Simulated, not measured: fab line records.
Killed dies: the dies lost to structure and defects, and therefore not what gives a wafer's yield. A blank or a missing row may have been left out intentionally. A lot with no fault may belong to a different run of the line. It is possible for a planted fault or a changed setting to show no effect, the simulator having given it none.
fab line records + flow sky130
record:
- lots: 13
- wafers: 36
- last-day: 50
route steps=708 shown FIELD_ISO@3 PWDE@53 VT_ADJUST_HVTP@95 VT_ADJUST_LVTN@115
lots with no fault: from the same line, run without faults
start-h: hours from the record's first day to the start of the lot's first wafer shown + wait-h: hours elapsed since this lot's preceding step + " repeats the value in the row above + L1.1+2: several wafers, shown together as one row + - no value, or no start was given + * or withheld: withheld + < > ~ a bound
route shown NAME@n: names a module that has steps shown in the file, with the first one's number in the route + usual: average and standard deviation across the fault-free wafers + same: alike in all rows + chamber/n: place in a boat + sites: per-site readings + _std_site: the standard deviation of these + _edge_site: the outer-site mean with the inner-site mean subtracted + radius-mm: how far each site lies from the wafer's centre + mask NAME#n: copy n + behind: the last tool/chamber to shape the wafer + hold: why the lot went on hold/how many hours it stayed there/how the hold came to an end + device: the n, p or np transistor that did not switch + end of line: the tests these same wafers got at the end of their route + step lacking rows: just its recipe + killed: the dies lost at the first sort to structure and to defects; this is not the yield of the wafer + map: the dies of a wafer, with x for killed, . for not killed, _ for no die there
set.NAME: setting as actually run; set.NAME@STEP: the setting as run at that earlier step + model.NAME: the simulator's own value behind a step, which no gauge read
one table for each step of the route and one row for each wafer, over a sample of lots
services: the hour from which a tool's chamber was out of use, counted from the record's first day as start-h (under 0 if before that day), plus the number of hours and why
== steps ==
step: SKY_FIELD_ISO_THK_MEAS_02
recipe:
- reads: SiO2_of_FIELD_ISO_OXIDATION_01
usual:
- FIELD_ISO_OXIDATION_00_THK: 11.84/0.22
| lot.wafer | tool          | chamber | start-h | wait-h | FIELD_ISO_OXIDATION_00_THK[nm] |
|-----------|---------------|---------|---------|--------|--------------------------------|
| L351.1    | film-metro-01 | -       | 16.63   | 0.0    | 11.26                          |
| L351.3    | "             | -       | "       | "      | 11.53                          |
| L351.5    | "             | -       | "       | "      | 11.40                          |
| L352.3    | film-metro-04 | -       | 21.65   | 0.0    | 11.54                          |
| L352.4    | "             | -       | "       | "      | 11.70                          |
| L352.6    | "             | -       | "       | "      | 11.65                          |
| L353.1    | film-metro-01 | -       | 27.45   | 0.0    | 11.33                          |
| L353.5    | "             | -       | "       | "      | 11.49                          |
| L353.6    | "             | -       | "       | "      | 11.45                          |
| L354.2    | film-metro-01 | -       | 34.23   | 0.0    | 11.89                          |
| L354.3    | "             | -       | "       | "      | 12.04                          |
| L354.6    | "             | -       | "       | "      | 11.98                          |
| L356.3    | film-metro-04 | -       | 44.70   | 0.0    | 11.74                          |
| L356.5    | "             | -       | "       | "      | 11.67                          |
| L356.6    | "             | -       | "       | "      | 11.74                          |
| L357.2    | film-metro-04 | -       | 49.23   | 0.0    | 11.56                          |
| L357.5    | "             | -       | "       | "      | 11.79                          |
| L357.6    | "             | -       | "       | "      | 11.83                          |
| L359.1    | film-metro-02 | -       | 56.86   | 0.0    | 11.84                          |
| L359.4    | "             | -       | "       | "      | 11.91                          |
| L359.6    | "             | -       | "       | "      | 11.77                          |
| L360.1    | film-metro-02 | -       | 62.68   | 0.0    | 12.18                          |
| L360.2    | "             | -       | "       | "      | 12.17                          |
| L360.3    | "             | -       | "       | "      | 11.93                          |
| L363.2    | film-metro-02 | -       | 77.64   | 0.0    | 11.75                          |
| L363.6    | "             | -       | "       | "      | 11.79                          |
| L365.4    | film-metro-04 | -       | 86.82   | 0.0    | 11.97                          |
| L365.6    | "             | -       | "       | "      | 12.21                          |
| L367.2    | film-metro-04 | -       | 96.83   | 0.0    | 11.87                          |
| L367.3    | "             | -       | "       | "      | 12.15                          |
| L370.1    | film-metro-01 | -       | 111.74  | 0.0    | 12.20                          |
| L370.2    | "             | -       | "       | "      | 12.13                          |
| L370.5    | "             | -       | "       | "      | 12.25                          |
| L371.1    | film-metro-02 | -       | 118.15  | 0.0    | 11.59                          |
| L371.2    | "             | -       | "       | "      | 11.57                          |
| L371.5    | "             | -       | "       | "      | 11.82                          |
step: SKY_PWDE_IMPLANT_08
recipe:
- species: B
- energy-kev: 150
- dose-cm2: 3.6e+12
- tilt-deg: withheld
usual:
- beam-energy-keV: 150.00/0.044
- beam-on-s: 10.02/0.19
| lot.wafer | tool         | chamber | start-h | wait-h | beam-energy-keV | beam-on-s |
|-----------|--------------|---------|---------|--------|-----------------|-----------|
| L351.1    | implanter-03 | 0       | 81.86   | 0.0    | 149.96          | 10.37     |
| L351.3    | "            | 0       | "       | "      | 149.97          | 10.34     |
| L351.5    | "            | 0       | "       | "      | 150.08          | 10.13     |
| L352.3    | implanter-03 | 0       | 85.06   | 0.1    | 150.01          | 10.28     |
| L352.4    | "            | 0       | "       | "      | 150.00          | 10.10     |
| L352.6    | "            | 0       | "       | "      | 149.99          | 10.21     |
| L353.1    | implanter-02 | 0       | 88.21   | 0.0    | 149.97          | 9.88      |
| L353.5    | "            | 0       | "       | "      | 149.99          | 10.11     |
| L353.6    | "            | 0       | "       | "      | 150.03          | 10.02     |
| L354.2    | implanter-03 | 0       | 93.05   | 0.0    | 150.03          | 9.83      |
| L354.3    | "            | 0       | "       | "      | 150.04          | 10.16     |
| L354.6    | "            | 0       | "       | "      | 150.03          | 9.86      |
| L356.3    | implanter-03 | 0       | 105.66  | 0.1    | 150.10          | 10.01     |
| L356.5    | "            | 0       | "       | "      | 150.05          | 10.07     |
| L356.6    | "            | 0       | "       | "      | 150.05          | 10.16     |
| L357.2    | implanter-03 | 0       | 110.18  | 0.0    | 149.93          | 9.90      |
| L357.5    | "            | 0       | "       | "      | 149.97          | 10.16     |
| L357.6    | "            | 0       | "       | "      | 149.99          | 10.01     |
| L359.1    | implanter-03 | 0       | 117.91  | 0.0    | 149.99          | 10.09     |
| L359.4    | "            | 0       | "       | "      | 150.05          | 9.89      |
| L359.6    | "            | 0       | "       | "      | 149.95          | 9.65      |
| L360.1    | implanter-01 | 0       | 125.66  | 0.0    | 150.01          | 9.89      |
| L360.2    | "            | 0       | "       | "      | 149.97          | 10.03     |
| L360.3    | "            | 0       | "       | "      | 149.97          | 10.07     |
| L363.2    | implanter-03 | 0       | 141.44  | 0.0    | 150.02          | 9.77      |
| L363.6    | "            | 0       | "       | "      | 149.95          | 10.09     |
| L365.4    | implanter-03 | 0       | 153.45  | 0.1    | 150.04          | 10.12     |
| L365.6    | "            | 0       | "       | "      | 149.99          | 10.15     |
| L367.2    | implanter-03 | 0       | 162.08  | 0.0    | 150.00          | 9.49      |
| L367.3    | "            | 0       | "       | "      | 150.02          | 9.86      |
| L370.1    | implanter-02 | 0       | 179.11  | 0.0    | 149.97          | 10.02     |
| L370.2    | "            | 0       | "       | "      | 149.98          | 10.25     |
| L370.5    | "            | 0       | "       | "      | 149.94          | 10.09     |
| L371.1    | implanter-02 | 0       | 187.61  | 0.0    | 150.03          | 10.18     |
| L371.2    | "            | 0       | "       | "      | 150.00          | 10.01     |
| L371.5    | "            | 0       | "       | "      | 149.95          | 10.08     |
step: SKY_NWELL_RS_MEAS_31
recipe:
- thk-meas-gauge: four-point-probe
usual:
- PWDE_RS: 5272/16
| lot.wafer | tool          | chamber | start-h | wait-h | PWDE_RS[ohm/sq] |
|-----------|---------------|---------|---------|--------|-----------------|
| L351.1    | film-metro-04 | -       | 118.28  | 0.1    | 5265            |
| L351.3    | "             | -       | "       | "      | 5284            |
| L351.5    | "             | -       | "       | "      | 5262            |
| L352.3    | film-metro-04 | -       | 121.97  | 0.1    | 5271            |
| L352.4    | "             | -       | "       | "      | 5291            |
| L352.6    | "             | -       | "       | "      | 5281            |
| L353.1    | film-metro-03 | -       | 125.43  | 0.1    | 5254            |
| L353.5    | "             | -       | "       | "      | 5271            |
| L353.6    | "             | -       | "       | "      | 5252            |
| L354.2    | film-metro-02 | -       | 131.25  | 0.1    | 5264            |
| L354.3    | "             | -       | "       | "      | 5275            |
| L354.6    | "             | -       | "       | "      | 5265            |
| L356.3    | film-metro-04 | -       | 145.07  | 0.1    | 5260            |
| L356.5    | "             | -       | "       | "      | 5264            |
| L356.6    | "             | -       | "       | "      | 5268            |
| L357.2    | film-metro-04 | -       | 149.98  | 0.1    | 5306            |
| L357.5    | "             | -       | "       | "      | 5286            |
| L357.6    | "             | -       | "       | "      | 5293            |
| L359.1    | film-metro-03 | -       | 157.53  | 0.1    | 5263            |
| L359.4    | "             | -       | "       | "      | 5269            |
| L359.6    | "             | -       | "       | "      | 5272            |
| L360.1    | film-metro-02 | -       | 165.88  | 0.1    | 5251            |
| L360.2    | "             | -       | "       | "      | 5257            |
| L360.3    | "             | -       | "       | "      | 5248            |
| L363.2    | film-metro-04 | -       | 183.18  | 0.1    | 5265            |
| L363.6    | "             | -       | "       | "      | 5357            |
| L365.4    | film-metro-03 | -       | 199.89  | 0.1    | 5266            |
| L365.6    | "             | -       | "       | "      | 5369            |
| L367.2    | film-metro-02 | -       | 204.45  | 0.1    | 5267            |
| L367.3    | "             | -       | "       | "      | 5349            |
| L370.1    | film-metro-02 | -       | 222.51  | 0.1    | 5316            |
| L370.2    | "             | -       | "       | "      | 5305            |
| L370.5    | "             | -       | "       | "      | 5305            |
| L371.1    | film-metro-03 | -       | 228.36  | 0.1    | 5273            |
| L371.2    | "             | -       | "       | "      | 5244            |
| L371.5    | "             | -       | "       | "      | 5262            |
step: SKY_VT_ADJUST_HVTP_STRIP_10
recipe:
- chemistry: O2/N2
- power-w: 1400
- pressure-mtorr: 1500
- platen-temp-c: withheld
- o2-flow-sccm: 3000
- n2-flow-sccm: 300
- overash-fraction: 0.5
usual:
- chamber-pressure-mTorr: 1499.9/1.3
- drypump-motor-current-A: 5.70/0.25
- oes-product-au: 0.716/0.0043
- strip-time-to-endpoint-s: 14.17/0.044
| lot.wafer | tool            | chamber | start-h | wait-h | chamber-pressure-mTorr | drypump-motor-current-A | oes-product-au | rf-hours-counter-h | strip-time-to-endpoint-s |
|-----------|-----------------|---------|---------|--------|------------------------|-------------------------|----------------|--------------------|--------------------------|
| L351.1    | plasma-asher-01 | 1       | 137.13  | 0.1    | 1500.6                 | 6.01                    | 0.705          | 43                 | 14.18                    |
| L351.3    | "               | 0       | "       | "      | 1500.1                 | 5.42                    | 0.714          | -                  | 14.18                    |
| L351.5    | "               | 1       | "       | "      | 1502.3                 | 6.00                    | 0.715          | -                  | 14.20                    |
| L352.3    | plasma-asher-01 | 0       | 141.36  | 0.1    | 1498.4                 | 5.42                    | 0.719          | -                  | 14.17                    |
| L352.4    | "               | 1       | "       | "      | 1500.4                 | 6.02                    | 0.724          | -                  | 14.16                    |
| L352.6    | "               | 1       | "       | "      | 1500.7                 | 6.00                    | 0.720          | -                  | 14.23                    |
| L353.1    | plasma-asher-01 | 0       | 145.20  | 0.1    | 1499.9                 | 5.41                    | 0.716          | 44                 | 14.19                    |
| L353.5    | "               | 1       | "       | "      | 1499.1                 | 6.02                    | 0.720          | -                  | 14.15                    |
| L353.6    | "               | 0       | "       | "      | 1500.9                 | 5.41                    | 0.720          | -                  | 14.15                    |
| L354.2    | plasma-asher-04 | 0       | 151.40  | 0.1    | 1500.9                 | 5.71                    | 0.712          | 3                  | 14.16                    |
| L354.3    | "               | 0       | "       | "      | 1499.6                 | 5.68                    | 0.714          | -                  | 14.13                    |
| L354.6    | "               | 1       | "       | "      | 1500.1                 | 5.86                    | 0.718          | -                  | 14.14                    |
| L356.3    | plasma-asher-02 | 1       | 164.48  | 0.1    | 1503.0                 | 5.32                    | 0.716          | -                  | 14.13                    |
| L356.5    | "               | 1       | "       | "      | 1499.9                 | 5.35                    | 0.716          | -                  | 14.14                    |
| L356.6    | "               | 0       | "       | "      | 1498.2                 | 5.75                    | 0.716          | -                  | 14.14                    |
| L357.2    | plasma-asher-02 | 0       | 169.53  | 0.1    | 1500.7                 | 5.75                    | 0.718          | 51                 | 14.23                    |
| L357.5    | "               | 0       | "       | "      | 1499.5                 | 5.74                    | 0.722          | -                  | 14.18                    |
| L357.6    | "               | 1       | "       | "      | 1498.7                 | 5.31                    | 0.715          | -                  | 14.19                    |
| L359.1    | plasma-asher-01 | 1       | 177.60  | 0.1    | 1497.3                 | 6.00                    | 0.715          | 48                 | 14.12                    |
| L359.4    | "               | 1       | "       | "      | 1500.2                 | 5.98                    | 0.715          | -                  | 14.10                    |
| L359.6    | "               | 1       | "       | "      | 1501.7                 | 5.99                    | 0.716          | -                  | 14.12                    |
| L360.1    | plasma-asher-02 | 1       | 186.85  | 0.1    | 1500.3                 | 5.32                    | 0.716          | 53                 | 14.10                    |
| L360.2    | "               | 0       | "       | "      | 1501.2                 | 5.76                    | 0.721          | 53                 | 14.10                    |
| L360.3    | "               | 1       | "       | "      | 1500.9                 | 5.34                    | 0.712          | -                  | 14.10                    |
| L363.2    | plasma-asher-01 | 1       | 203.13  | 0.1    | 1501.5                 | 6.01                    | 0.716          | 50                 | 14.16                    |
| L363.6    | "               | 1       | "       | "      | 1499.7                 | 5.98                    | 0.723          | -                  | 14.15                    |
| L365.4    | plasma-asher-01 | 0       | 220.38  | 0.1    | 1498.8                 | 5.47                    | 0.707          | -                  | 14.06                    |
| L365.6    | "               | 0       | "       | "      | 1500.2                 | 5.45                    | 0.713          | -                  | 14.09                    |
| L367.2    | plasma-asher-04 | 0       | 225.55  | 0.1    | 1500.9                 | 5.69                    | 0.709          | 10                 | 14.22                    |
| L367.3    | "               | 0       | "       | "      | 1501.0                 | 5.73                    | 0.716          | -                  | 14.21                    |
| L370.1    | plasma-asher-01 | 0       | 245.28  | 0.1    | 1498.8                 | 5.42                    | 0.710          | 54                 | 14.23                    |
| L370.2    | "               | 1       | "       | "      | 1500.8                 | 5.98                    | 0.715          | 54                 | 14.19                    |
| L370.5    | "               | 1       | "       | "      | 1500.5                 | 6.00                    | 0.713          | -                  | 14.19                    |
| L371.1    | plasma-asher-02 | 1       | 251.55  | 0.1    | 1501.9                 | 5.34                    | 0.720          | 60                 | 14.28                    |
| L371.2    | "               | 0       | "       | "      | 1501.0                 | 5.78                    | 0.712          | 60                 | 14.29                    |
| L371.5    | "               | 0       | "       | "      | 1498.2                 | 5.76                    | 0.714          | -                  | 14.26                    |
step: SKY_VT_ADJUST_LVTN_OVL_MEAS_18
usual:
- VT_ADJUST_LVTN_01_OVL: 1.4/1.3
| lot.wafer | tool       | chamber | start-h | wait-h | VT_ADJUST_LVTN_01_OVL[nm] |
|-----------|------------|---------|---------|--------|---------------------------|
| L351.1    | overlay-01 | -       | 175.99  | 0.1    | 2.3                       |
| L351.3    | "          | -       | "       | "      | 2.0                       |
| L351.5    | "          | -       | "       | "      | 3.0                       |
| L352.3    | overlay-01 | -       | 180.85  | 0.1    | 1.9                       |
| L352.4    | "          | -       | "       | "      | 1.0                       |
| L352.6    | "          | -       | "       | "      | 0.7                       |
| L353.1    | overlay-02 | -       | 184.84  | 0.1    | 2.3                       |
| L353.5    | "          | -       | "       | "      | 2.0                       |
| L353.6    | "          | -       | "       | "      | 1.4                       |
| L354.2    | overlay-01 | -       | 192.13  | 0.1    | 0.3                       |
| L354.3    | "          | -       | "       | "      | 1.7                       |
| L354.6    | "          | -       | "       | "      | 1.4                       |
| L356.3    | overlay-02 | -       | 205.00  | 0.1    | 3.9                       |
| L356.5    | "          | -       | "       | "      | 3.0                       |
| L356.6    | "          | -       | "       | "      | 2.5                       |
| L357.2    | overlay-02 | -       | 210.90  | 0.1    | -0.4                      |
| L357.5    | "          | -       | "       | "      | 0.1                       |
| L357.6    | "          | -       | "       | "      | 0.8                       |
| L359.1    | overlay-01 | -       | 219.39  | 0.1    | 0.4                       |
| L359.4    | "          | -       | "       | "      | 1.0                       |
| L359.6    | "          | -       | "       | "      | 0.4                       |
| L360.1    | overlay-02 | -       | 227.02  | 0.1    | 1.1                       |
| L360.2    | "          | -       | "       | "      | 0.8                       |
| L360.3    | "          | -       | "       | "      | 0.1                       |
| L363.2    | overlay-02 | -       | 246.65  | 0.1    | 2.1                       |
| L363.6    | "          | -       | "       | "      | 1.1                       |
| L365.4    | overlay-01 | -       | 268.29  | 0.1    | -0.9                      |
| L365.6    | "          | -       | "       | "      | -1.9                      |
| L367.2    | overlay-02 | -       | 271.93  | 0.1    | 1.7                       |
| L367.3    | "          | -       | "       | "      | 1.5                       |
| L370.1    | overlay-02 | -       | 292.89  | 0.1    | 1.7                       |
| L370.2    | "          | -       | "       | "      | -0.4                      |
| L370.5    | "          | -       | "       | "      | 1.6                       |
| L371.1    | overlay-02 | -       | 300.57  | 0.1    | -0.7                      |
| L371.2    | "          | -       | "       | "      | -0.1                      |
| L371.5    | "          | -       | "       | "      | -0.9                      |
== services ==
| tool            | chamber | start-h | hours | kind       |
|-----------------|---------|---------|-------|------------|
| implanter-01    | -       | 58.17   | 6.9   | repair     |
| implanter-03    | -       | 100.86  | 3.1   | pm         |
| plasma-asher-04 | -       | 108.81  | 9.0   | pm         |
| plasma-asher-04 | 0       | 108.81  | 9.0   | vent-cycle |
| plasma-asher-04 | 1       | 108.81  | 9.0   | vent-cycle |
| implanter-01    | -       | 111.53  | 1.2   | repair     |
| plasma-asher-04 | 0       | 117.81  | -     | clean      |
| plasma-asher-04 | 1       | 117.81  | -     | clean      |
| implanter-03    | -       | 147.37  | 5.5   | repair     |
| plasma-asher-04 | -       | 164.77  | 7.4   | repair     |
| implanter-03    | -       | 190.62  | 6.8   | repair     |
| implanter-02    | -       | 191.00  | 2.5   | repair     |
| implanter-02    | -       | 193.45  | 13.3  | pm         |
| implanter-02    | -       | 235.15  | 3.5   | pm         |
== key ==
first-sign:
- step: SKY_NWELL_RS_MEAS_31
- reading: PWDE_RS
- direction: up
- sigmas: 5.4
- usual: 5272
- struck: 5358
effect none on later readings
met-at SKY_PWDE_IMPLANT_08
struck-lots L363,L365,L367
struck-wafers L363.6,L365.6,L367.3
tester-left-out L363,L365,L367
not-acting-at SKY_FIELD_ISO_THK_MEAS_02,SKY_VT_ADJUST_HVTP_STRIP_10,SKY_VT_ADJUST_LVTN_OVL_MEAS_18
onset-between 117.91 141.44
fault:
- kind: process-parameter-drift
- tool: implanter-03
- chamber: -
- onset-h: 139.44
- steps: SKY_PWDE_IMPLANT_08
- channel: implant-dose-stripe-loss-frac
- offset: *
- shape: step
- end-h: 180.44
- scope: struck-wafers-only
tester-left-out: of these lots the tester's yield and bins aren't shown, on N5 and GAA mostly nor the transistor test; their killed dies are dies lost to structure and defects alone, not to doping, threshold or leakage, so they don't give the yield
